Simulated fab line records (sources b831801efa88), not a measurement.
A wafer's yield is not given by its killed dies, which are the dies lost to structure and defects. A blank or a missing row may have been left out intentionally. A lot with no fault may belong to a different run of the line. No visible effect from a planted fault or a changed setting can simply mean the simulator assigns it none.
A struck lot beside a sound one | flow sky130 | 17 out of 708 route steps
Sound: these wafers, L164.1, L164.4, L164.5. Struck: wafer L162.4. (L162.1 of the same lot was not struck and is left out.) The cause comes at the end.
Per side, at each step with rows, come the tool, then ch with its chambers, and then its first start. Under that, the readings that differ: sound wafers | struck wafers | difference of the means | sigmas: that difference in standard deviations of wafers without a fault.
alike: readings with means less than 2 such deviations apart, plus words and numbers identical on both sides. not compared: withheld readings, readings lacking a value on some wafer, bounds such as >300 that could conceal the same value, and numbers that have no deviation in the record and whose values overlap.
The two part at a step that has a row with sigmas, a row that says differs or no value, or rows on one side only. Numbers that have no deviation but don't overlap get no sigmas and don't part them. A reading missing from all wafers of one side parts the sides only when that side holds two or more wafers.

SKY_LDD_HVN_OVL_MEAS_07:
  struck on overlay-01, day 24 06:50; sound on overlay-01, day 24 18:12
  alike: LDD_HVN_OVL
next, for these wafers, 1 step has no rows: SKY_LDD_HVN_IMPLANT_08.
SKY_LDD_HVN_STRIP_09: strips in O2/N2.
  sound on plasma asher-02 ch 0, day 24 18:23; struck on plasma asher-03 ch 1, day 24 07:02
  alike: drypump motor current A, oes product au, strip time to endpoint s
  not compared: rf hours counter h
SKY_LDD_HVN_TW_MEAS_10:
  struck on film metro-04, day 24 07:08; sound on film metro-02, day 24 18:29
  alike: LDD_HVN_TW
then, 7 steps without rows for these wafers: SKY_LDD_HVP_DEHYDRATE_00 (time 60 s); SKY_LDD_HVP_HMDS_01 (prime time 60 s); SKY_LDD_HVP_COAT_02 (resist thk 300 nm); SKY_LDD_HVP_SOFTBAKE_03 (time 60 s); SKY_LDD_HVP_EXPOSE_04 (exposes mask HVPTM, target cd 700 nm); SKY_LDD_HVP_PEB_05; SKY_LDD_HVP_DEVELOP_06 (develop time 60 s).
SKY_LDD_HVP_OVL_MEAS_07:
  struck on overlay-01, day 25 12:25; sound on overlay-01, day 25 23:52
  alike: LDD_HVP_OVL
SKY_LDD_HVP_IMPLANT_08:
  sound on implanter-04 ch 0, day 25 23:53; struck on implanter-03 ch 0, day 25 12:26
  reading            | sound            | struck | difference | sigmas
  beam on s (s)      | 10.10 9.89 10.20 | 11.44  | +1.38      | +7
  faraday current uA | 95.4 96.4 94.0   | 84.0   | -11.3      | -6
SKY_LDD_HVP_STRIP_09: strips in O2/N2.
  sound on plasma asher-02 ch 0,1, day 26 00:02; struck on plasma asher-02 ch 0, day 25 12:35
  alike: drypump motor current A, oes product au, strip time to endpoint s
  not compared: rf hours counter h
SKY_LDD_HVP_TW_MEAS_10:
  struck on film metro-01, day 25 12:41; sound on film metro-03, day 26 00:08
  reading    | sound       | struck | difference | sigmas
  LDD_HVP_TW | 457 456 456 | 480    | +24        | +7
then, 1 step without rows for these wafers: SKY_LDD_LDN_DEHYDRATE_00 (time 60 s).
-- a jump in the record: the struck wafers' starts before and after are 23 days apart (it breaks off in module LDD_LDN and resumes in module PAD_OPEN, where the first step shown is number 708 of the route) --
SKY_PAD_OPEN_PROBE_99:
  struck on prober-02, day 48 09:52; sound on prober-02, day 48 16:40
  reading                        | sound          | struck | difference | sigmas
  model.etest.tip_p_5v.rs ohm sq | 2838 2853 2859 | 2599   | -251       |
  alike: killed_at_M0_to_M3, killed_at_M4_up, killed at contacts, killed at front end, killed at other, killed dies, killed on rim, killed open, killed short

== WHERE THEY PART ==
Last at SKY_LDD_HVP_TW_MEAS_10 as far as this record goes, first at SKY_LDD_HVP_IMPLANT_08. Later steps at which nothing parts them and some readings are alike: SKY_PAD_OPEN_PROBE_99.

WHY: the cause the simulator had injected
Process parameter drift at SKY_LDD_HVP_IMPLANT_08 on implanter-03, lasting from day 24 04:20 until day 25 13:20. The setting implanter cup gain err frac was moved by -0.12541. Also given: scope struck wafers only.
